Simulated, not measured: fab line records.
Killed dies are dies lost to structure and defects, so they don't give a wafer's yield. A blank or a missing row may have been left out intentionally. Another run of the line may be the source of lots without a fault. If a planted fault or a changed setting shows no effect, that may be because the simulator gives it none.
fab line records	flow sky130
[record] lots = 6	wafers = 18	last_day = 51
route steps=708 shown VT_ADJUST_LVTN@99 PAD_OPEN@708
lots untouched by any fault: they come from a run of this same line in which no faults occurred
start_h: hours from the record's first day to the start of the lot's first wafer shown	wait_h: time in hours since the lot's previous step	" unchanged from the row above	L1.1+2: a single row standing in for several wafers	- no value, or no start was given	* or withheld: withheld	< > ~ a bound
route shown NAME@n: a module of which the file shows steps, and the number in the route of the first	usual: mean/standard deviation taken from wafers without a fault	same: alike in all rows	chamber/n: place in a boat	sites: per-site readings	_std_site: their standard deviation	_edge_site: the outer-site mean with the inner-site mean subtracted	radius_mm: how far each site lies from the wafer's centre	mask NAME#n: copy n	behind: tool/chamber where the wafer was last shaped	hold: why the lot was held/for how many hours/how that ended	device: transistor that didn't switch, given as n, p or np	end of line: the same wafers' tests at the end of the route	a step without rows: its recipe alone	killed: not the wafer's yield, but the dies lost to structure and defects at the first sort	map: a wafer's dies, marking killed ones x, the rest . and places with no die _
set.NAME: the run value of the setting; set.NAME@STEP: its run value at that earlier step	model.NAME: the simulator's own value behind a step, which no gauge read
a table for each step, a row for each wafer; lots at some steps of the route
services: when a tool's chamber went out of use (start_h, in hours from the record's first day, below 0 if earlier), for how many hours, and the reason
[[steps]]
[step SKY_VT_ADJUST_LVTN_COAT_02]
[recipe] spin_rpm = 2000	resist_thk_nm = 3000
[step SKY_VT_ADJUST_LVTN_SOFTBAKE_03]
[recipe] temp_c = 110	time_s = withheld
[step SKY_VT_ADJUST_LVTN_EXPOSE_04]
[recipe] mask_id = NWM_COMPLEMENT_LESS_NATIVE	na = 0.6	source_shape = conventional	sigma_outer = 0.6	polarization = unpolarized	target_cd_nm = 840	dose_mj = 194
[step SKY_VT_ADJUST_LVTN_PEB_05]
[recipe] temp_c = 115	time_s = withheld
[step SKY_VT_ADJUST_LVTN_DEVELOP_06]
[recipe] wall_angle_deg = 90	developer = TMAH	develop_time_s = 60	dev_temp_c = 23
[step SKY_VT_ADJUST_LVTN_OVL_MEAS_07]
[usual] VT_ADJUST_LVTN_OVL = -1.0/1.7
lot.wafer	tool	chamber	start_h	wait_h	VT_ADJUST_LVTN_OVL[nm]
L157.1	overlay-02	-	237.54	-	-0.5
L157.2	"	-	"	"	-2.4
L157.3	"	-	"	"	-2.5
L158.1	overlay-01	-	240.69	-	-2.3
L158.3	"	-	"	"	-2.0
L158.4	"	-	"	"	-3.7
L159.4	overlay-01	-	243.76	-	-2.3
L159.5	"	-	"	"	-1.0
L159.6	"	-	"	"	-1.1
L161.1	overlay-02	-	256.99	-	-3.3
L161.4	"	-	"	"	-3.0
L161.6	"	-	"	"	-2.0
L165.1	overlay-02	-	279.44	-	-4.0
L165.4	"	-	"	"	-3.2
L165.5	"	-	"	"	-3.2
L168.1	overlay-02	-	298.62	-	-4.8
L168.2	"	-	"	"	-3.0
L168.3	"	-	"	"	-2.9
[step SKY_VT_ADJUST_LVTN_IMPLANT_08]
[recipe] species = B	energy_kev = 30	dose_cm2 = 1.57e+12	tilt_deg = withheld
[step SKY_VT_ADJUST_LVTN_STRIP_09]
[recipe] chemistry = O2/N2	power_w = 1400	pressure_mtorr = 1500	platen_temp_c = withheld	o2_flow_sccm = 3000	n2_flow_sccm = 300	overash_fraction = 0.5
[usual] drypump_motor_current_A = 5.41/0.27	oes_product_au = 0.722/0.0047	strip_time_to_endpoint_s = 36.90/0.13
lot.wafer	tool	chamber	start_h	wait_h	drypump_motor_current_A	oes_product_au	rf_hours_counter_h	strip_time_to_endpoint_s
L157.1	plasma_asher-02	0	237.73	0.1	5.68	0.720	54	36.83
L157.2	"	1	"	"	5.92	0.718	54	36.80
L157.3	"	1	"	"	5.89	0.724	-	36.83
L158.1	plasma_asher-01	0	240.87	0.1	5.13	0.724	12	36.97
L158.3	"	0	"	"	5.06	0.724	-	36.84
L158.4	"	1	"	"	5.27	0.732	-	37.03
L159.4	plasma_asher-03	0	243.96	0.1	5.32	0.723	-	36.86
L159.5	"	1	"	"	5.29	0.728	-	37.00
L159.6	"	0	"	"	5.34	0.724	-	36.92
L161.1	plasma_asher-03	0	257.17	0.1	5.31	0.716	46	37.10
L161.4	"	0	"	"	5.35	0.725	-	37.02
L161.6	"	1	"	"	5.25	0.722	-	37.07
L165.1	plasma_asher-01	1	279.63	0.1	5.29	0.722	15	36.86
L165.4	"	1	"	"	5.33	0.720	-	36.89
L165.5	"	1	"	"	5.32	0.724	-	36.72
L168.1	plasma_asher-03	0	298.80	0.1	5.32	0.718	50	37.14
L168.2	"	1	"	"	5.25	0.719	50	37.06
L168.3	"	1	"	"	5.25	0.728	-	37.22
[step SKY_VT_ADJUST_LVTN_TW_MEAS_10]
[usual] VT_ADJUST_LVTN_TW = 239.4/1.9
lot.wafer	tool	chamber	start_h	wait_h	VT_ADJUST_LVTN_TW
L157.1	film_metro-01	-	237.83	0.1	238.6
L157.2	"	-	"	"	238.7
L157.3	"	-	"	"	239.2
L158.1	film_metro-04	-	240.97	0.1	241.4
L158.3	"	-	"	"	241.3
L158.4	"	-	"	"	240.4
L159.4	film_metro-01	-	244.05	0.1	239.5
L159.5	"	-	"	"	240.2
L159.6	"	-	"	"	239.5
L161.1	film_metro-02	-	257.27	0.1	237.0
L161.4	"	-	"	"	237.5
L161.6	"	-	"	"	236.4
L165.1	film_metro-04	-	279.73	0.1	239.4
L165.4	"	-	"	"	239.8
L165.5	"	-	"	"	238.7
L168.1	film_metro-02	-	298.90	0.1	235.9
L168.2	"	-	"	"	236.1
L168.3	"	-	"	"	235.8
[step SKY_VT_ADJUST_LVTN_DEHYDRATE_11]
[recipe] temp_c = 200	time_s = 60
[step SKY_VT_ADJUST_LVTN_HMDS_12]
[recipe] prime_time_s = 60	prime_temp_c = 120
[step SKY_VT_ADJUST_LVTN_COAT_13]
[recipe] resist = NOVOLAK	spin_rpm = 3000	resist_thk_nm = 1140
[step SKY_VT_ADJUST_LVTN_SOFTBAKE_14]
[recipe] temp_c = 90	time_s = 60	resist = NOVOLAK
[usual] heater_power_total_W = 56.59/0.049	plate_temp_C = 90.02/0.12	resist_line_temp_C = 22.98/0.12
lot.wafer	tool	chamber	start_h	wait_h	heater_power_total_W	plate_temp_C	resist_line_temp_C
L157.1	litho_track-01	0	248.64	0.1	56.66	90.15	22.96
L157.2	"	0	"	"	56.52	89.99	22.79
L157.3	"	0	"	"	56.55	89.86	22.91
L158.1	litho_track-03	0	252.19	0.1	56.54	89.92	22.99
L158.3	"	0	"	"	56.63	90.05	23.04
L158.4	"	0	"	"	56.56	89.90	22.89
L159.4	litho_track-03	0	255.61	0.1	53.19	85.95	23.02
L159.5	"	0	"	"	53.15	86.32	23.21
L159.6	"	0	"	"	53.15	85.99	23.33
L161.1	litho_track-03	0	268.19	0.1	53.21	86.29	23.00
L161.4	"	0	"	"	53.21	85.91	23.05
L161.6	"	0	"	"	53.20	86.32	23.13
L165.1	litho_track-01	0	290.84	0.1	56.58	89.99	23.02
L165.4	"	0	"	"	56.64	89.93	22.88
L165.5	"	0	"	"	56.64	90.10	22.83
L168.1	litho_track-02	0	310.97	0.1	56.60	89.61	22.95
L168.2	"	0	"	"	56.59	90.00	22.83
L168.3	"	0	"	"	56.60	90.04	22.92
[step SKY_VT_ADJUST_LVTN_EXPOSE_15]
[recipe] mask_id = HVN_STD_DERIVED	na = 0.6	source_shape = conventional	sigma_outer = 0.6	polarization = unpolarized	target_cd_nm = 600	dose_mj = 163
[step SKY_VT_ADJUST_LVTN_PEB_16]
[recipe] temp_c = withheld	time_s = *	resist = NOVOLAK
[step SKY_VT_ADJUST_LVTN_DEVELOP_17]
[recipe] resist = NOVOLAK	developer = TMAH	develop_time_s = 60	dev_temp_c = 23
[usual] resist_line_temp_C = 22.99/0.093
lot.wafer	tool	chamber	start_h	wait_h	resist_line_temp_C	model.NOVOLAK_of_VT_ADJUST_LVTN_COAT_13.thk_nm
L157.1	litho_track-03	0	260.09	0.1	23.03	1134
L157.2	"	0	"	"	22.95	1135
L157.3	"	0	"	"	22.96	1138
L158.1	litho_track-01	0	263.44	0.1	23.04	1144
L158.3	"	0	"	"	23.19	1145
L158.4	"	0	"	"	23.09	1145
L159.4	litho_track-02	0	266.74	0.1	23.06	1155
L159.5	"	0	"	"	23.01	1156
L159.6	"	0	"	"	22.99	1159
L161.1	litho_track-02	0	280.32	0.1	22.94	1147
L161.4	"	0	"	"	22.98	1146
L161.6	"	0	"	"	23.02	1147
L165.1	litho_track-01	0	302.74	0.1	22.99	1143
L165.4	"	0	"	"	23.13	1144
L165.5	"	0	"	"	23.09	1146
L168.1	litho_track-01	0	323.24	0.1	22.82	1138
L168.2	"	0	"	"	22.98	1141
L168.3	"	0	"	"	22.99	1143
[step SKY_VT_ADJUST_LVTN_OVL_MEAS_18]
[usual] VT_ADJUST_LVTN_01_OVL = 0.8/1.3
lot.wafer	tool	chamber	start_h	wait_h	VT_ADJUST_LVTN_01_OVL[nm]
L157.1	overlay-02	-	260.24	0.1	-0.2
L157.2	"	-	"	"	0.7
L157.3	"	-	"	"	1.1
L158.1	overlay-02	-	263.59	0.1	-0.2
L158.3	"	-	"	"	0.2
L158.4	"	-	"	"	-0.6
L159.4	overlay-01	-	266.84	0.1	-1.3
L159.5	"	-	"	"	1.4
L159.6	"	-	"	"	0.9
L161.1	overlay-02	-	280.47	0.1	1.4
L161.4	"	-	"	"	-0.3
L161.6	"	-	"	"	0.6
L165.1	overlay-02	-	302.89	0.1	2.2
L165.4	"	-	"	"	2.7
L165.5	"	-	"	"	1.1
L168.1	overlay-01	-	323.39	0.1	0.4
L168.2	"	-	"	"	2.0
L168.3	"	-	"	"	0.6
[step SKY_VT_ADJUST_LVTN_IMPLANT_19]
[recipe] species = B	energy_kev = 30	dose_cm2 = 6.5e+11	tilt_deg = withheld
[step SKY_VT_ADJUST_LVTN_STRIP_20]
[recipe] chemistry = O2/N2	power_w = 1400	pressure_mtorr = 1500	platen_temp_c = withheld	o2_flow_sccm = 3000	n2_flow_sccm = 300	overash_fraction = 0.5
[usual] drypump_motor_current_A = 5.32/0.2	oes_product_au = 0.715/0.0047	strip_time_to_endpoint_s = 14.19/0.042
lot.wafer	tool	chamber	start_h	wait_h	drypump_motor_current_A	oes_product_au	rf_hours_counter_h	strip_time_to_endpoint_s
L157.1	plasma_asher-03	1	260.43	0.1	5.26	0.707	46	14.09
L157.2	"	0	"	"	5.31	0.716	46	14.12
L157.3	"	0	"	"	5.31	0.716	-	14.15
L158.1	plasma_asher-01	1	263.77	0.1	5.28	0.708	14	14.22
L158.3	"	1	"	"	5.31	0.723	-	14.24
L158.4	"	0	"	"	5.10	0.712	-	14.24
L159.4	plasma_asher-03	0	267.04	0.1	5.32	0.712	-	14.32
L159.5	"	0	"	"	5.32	0.707	-	14.36
L159.6	"	1	"	"	5.30	0.711	-	14.36
L161.1	plasma_asher-01	0	280.65	0.1	5.06	0.712	15	14.26
L161.4	"	0	"	"	5.08	0.723	-	14.25
L161.6	"	0	"	"	5.08	0.709	-	14.25
L165.1	plasma_asher-03	1	303.07	0.1	5.28	0.710	50	14.20
L165.4	"	0	"	"	5.33	0.711	-	14.22
L165.5	"	0	"	"	5.31	0.729	-	14.23
L168.1	plasma_asher-02	1	323.57	0.1	5.96	0.716	63	14.17
L168.2	"	0	"	"	5.68	0.718	63	14.19
L168.3	"	0	"	"	5.69	0.709	-	14.22
[step SKY_VT_ADJUST_LVTN_TW_MEAS_21]
[usual] VT_ADJUST_LVTN_2_TW = 186.8/1.6
lot.wafer	tool	chamber	start_h	wait_h	VT_ADJUST_LVTN_2_TW
L157.1	film_metro-04	-	260.53	0.1	188.8
L157.2	"	-	"	"	187.3
L157.3	"	-	"	"	187.9
L158.1	film_metro-04	-	263.87	0.1	188.2
L158.3	"	-	"	"	186.4
L158.4	"	-	"	"	187.4
L159.4	film_metro-04	-	267.13	0.1	187.5
L159.5	"	-	"	"	188.1
L159.6	"	-	"	"	187.1
L161.1	film_metro-04	-	280.75	0.1	185.5
L161.4	"	-	"	"	186.5
L161.6	"	-	"	"	187.4
L165.1	film_metro-04	-	303.17	0.1	189.1
L165.4	"	-	"	"	188.2
L165.5	"	-	"	"	188.9
L168.1	film_metro-04	-	323.67	0.1	187.4
L168.2	"	-	"	"	187.9
L168.3	"	-	"	"	186.5
[step SKY_PAD_OPEN_PROBE_99]
[usual] killed_at_M0_to_M3 = 42/6.7	killed_at_M4_up = 3.0/1.9	killed_at_contacts = 24/5.3	killed_at_front_end = 16/4.3	killed_at_other = 0.4/0.71	killed_dies = 85/9.6	killed_open = 46/6.5	killed_short = 39/6.7
[same] gross_dies = 492	killed_at_back_side = 0
lot.wafer	tool	chamber	start_h	wait_h	killed_at_M0_to_M3	killed_at_M4_up	killed_at_contacts	killed_at_front_end	killed_at_other	killed_dies	killed_open	killed_short
L157.1	prober-02	-	1170.45	0.1	47	2	21	10	2	82	44	37
L157.2	prober-02	-	1170.50	0.1	39	3	26	13	2	83	48	33
L157.3	prober-02	-	1170.55	0.2	46	3	12	20	3	84	47	34
L159.4	prober-01	-	1176.82	0.2	38	0	24	12	0	74	33	40
L159.5	prober-01	-	1176.87	0.2	45	4	26	21	1	97	49	45
L159.6	prober-01	-	1176.92	0.2	42	4	38	15	0	99	52	47
L158.1	prober-02	-	1178.54	0.1	30	2	27	13	1	73	37	36
L158.3	prober-02	-	1178.64	0.2	35	3	27	15	1	81	46	35
L158.4	prober-02	-	1178.69	0.2	42	5	16	17	0	80	38	42
L161.1	prober-02	-	1183.50	0.1	40	1	24	15	0	80	50	30
L161.4	prober-02	-	1183.65	0.2	45	4	23	12	0	84	40	44
L161.6	prober-02	-	1183.75	0.2	33	5	25	13	1	77	49	28
// killed by level:class
L157.1 CONTACT:geometric_particle:open=14 VIA2:geometric_particle:open=10 VIA1:geometric_particle:open=8 METAL1:geometric_particle:short=8 METAL2:geometric_particle:short=5 VIA3:geometric_particle:short=5 CONTACT:geometric_particle:short=4 VIA2:geometric_particle:short=3
L157.2 CONTACT:geometric_particle:open=10 LI_CONTACT:geometric_particle:open=8 POLY_GATE:geometric_particle:open=7 VIA1:geometric_particle:open=7 VIA2:geometric_particle:short=6 METAL2:geometric_particle:short=5 LOCAL_INTERCONNECT:geometric_particle:short=4 VIA2:geometric_particle:open=4
L157.3 VIA2:geometric_particle:open=8 POLY_GATE:geometric_particle:open=7 METAL3:geometric_particle:short=6 VIA3:geometric_particle:open=6 VIA1:geometric_particle:open=5 FIELD_ISO:geometric_particle:short=4 POLY_GATE:geometric_particle:short=4 METAL2:geometric_particle:open=4
L159.4 CONTACT:geometric_particle:open=9 METAL2:geometric_particle:short=7 VIA2:geometric_particle:open=7 CONTACT:geometric_particle:short=6 LOCAL_INTERCONNECT:geometric_particle:short=6 VIA1:geometric_particle:short=5 POLY_GATE:geometric_particle:short=4 METAL1:geometric_particle:short=4
L159.5 VIA1:geometric_particle:open=12 LI_CONTACT:geometric_particle:open=7 LOCAL_INTERCONNECT:geometric_particle:short=7 VIA2:geometric_particle:open=6 CONTACT:geometric_particle:open=6 VIA3:geometric_particle:open=6 POLY_GATE:geometric_particle:open=5 METAL2:geometric_particle:short=5
L159.6 CONTACT:geometric_particle:open=11 VIA3:geometric_particle:open=10 LI_CONTACT:geometric_particle:open=9 VIA1:geometric_particle:open=8 METAL1:geometric_particle:short=7 CONTACT:geometric_particle:short=6 FIELD_ISO:geometric_particle:short=5 LOCAL_INTERCONNECT:geometric_particle:short=5
L158.1 CONTACT:geometric_particle:open=8 LI_CONTACT:geometric_particle:short=7 VIA1:geometric_particle:open=7 LI_CONTACT:geometric_particle:open=6 VIA1:geometric_particle:short=5 CONTACT:geometric_particle:short=4 VIA2:geometric_particle:open=4 FIELD_ISO:geometric_particle:short=3
L158.3 LI_CONTACT:geometric_particle:open=9 VIA1:geometric_particle:open=8 VIA3:geometric_particle:open=7 CONTACT:geometric_particle:open=6 FIELD_ISO:geometric_particle:open=5 LOCAL_INTERCONNECT:geometric_particle:short=5 CONTACT:geometric_particle:short=5 METAL1:geometric_particle:short=4
L158.4 CONTACT:geometric_particle:short=8 VIA2:geometric_particle:open=7 VIA3:geometric_particle:open=7 FIELD_ISO:geometric_particle:short=6 METAL1:geometric_particle:short=6 VIA1:geometric_particle:open=5 POLY_GATE:geometric_particle:short=3 LOCAL_INTERCONNECT:geometric_particle:short=3
L161.1 VIA1:geometric_particle:open=14 CONTACT:geometric_particle:open=9 VIA2:geometric_particle:open=5 FIELD_ISO:geometric_particle:open=4 LI_CONTACT:geometric_particle:open=4 LOCAL_INTERCONNECT:geometric_particle:short=4 VIA1:geometric_particle:short=4 FIELD_ISO:geometric_particle:short=3
L161.4 VIA1:geometric_particle:open=9 LOCAL_INTERCONNECT:geometric_particle:short=7 METAL1:geometric_particle:short=7 LI_CONTACT:geometric_particle:open=6 VIA3:geometric_particle:open=6 CONTACT:geometric_particle:open=5 VIA2:geometric_particle:open=5 FIELD_ISO:geometric_particle:open=4
L161.6 VIA1:geometric_particle:open=12 CONTACT:geometric_particle:open=10 VIA3:geometric_particle:open=8 FIELD_ISO:geometric_particle:open=6 LOCAL_INTERCONNECT:geometric_particle:short=5 CONTACT:geometric_particle:short=3 LI_CONTACT:geometric_particle:short=3 METAL2:geometric_particle:open=3
[[services]]
tool	chamber	start_h	hours	kind
litho_track-02	-	279.56	-	consumable_replace:filter
[[key]]
[first_sign] step = SKY_VT_ADJUST_LVTN_SOFTBAKE_14	reading = heater_power_total_W	direction = down	sigmas = 70	usual = *	struck = *
[effect] step = SKY_VT_ADJUST_LVTN_SOFTBAKE_14	reading = plate_temp_C	direction = down	sigmas = 33	usual = *	struck = *
[effect] step = SKY_VT_ADJUST_LVTN_STRIP_20	reading = strip_time_to_endpoint_s	direction = up	sigmas = 2.6	usual = *	struck = *
[model_effect] step = SKY_VT_ADJUST_LVTN_DEVELOP_17	value = NOVOLAK_of_VT_ADJUST_LVTN_COAT_13.thk_nm	without = 1139	struck = 1151
met_at SKY_VT_ADJUST_LVTN_SOFTBAKE_14
struck_wafers L159.4,L159.5,L159.6,L161.1,L161.4,L161.6
tester_left_out L159,L161
onset_between 252.19 255.61
[fault] kind = process_parameter_drift	tool = litho_track-03	chamber = -	onset_h = 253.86	steps = SKY_VT_ADJUST_LVTN_SOFTBAKE_14	channel = temp_c	offset = *	shape = step	end_h = 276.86	acts_in = *	stated = *
// tester_left_out: of these lots the tester's yield and bins aren't shown, on N5 and GAA mostly nor the transistor test; their killed dies are dies lost to structure and defects alone, not to doping, threshold or leakage, so they don't give the yield
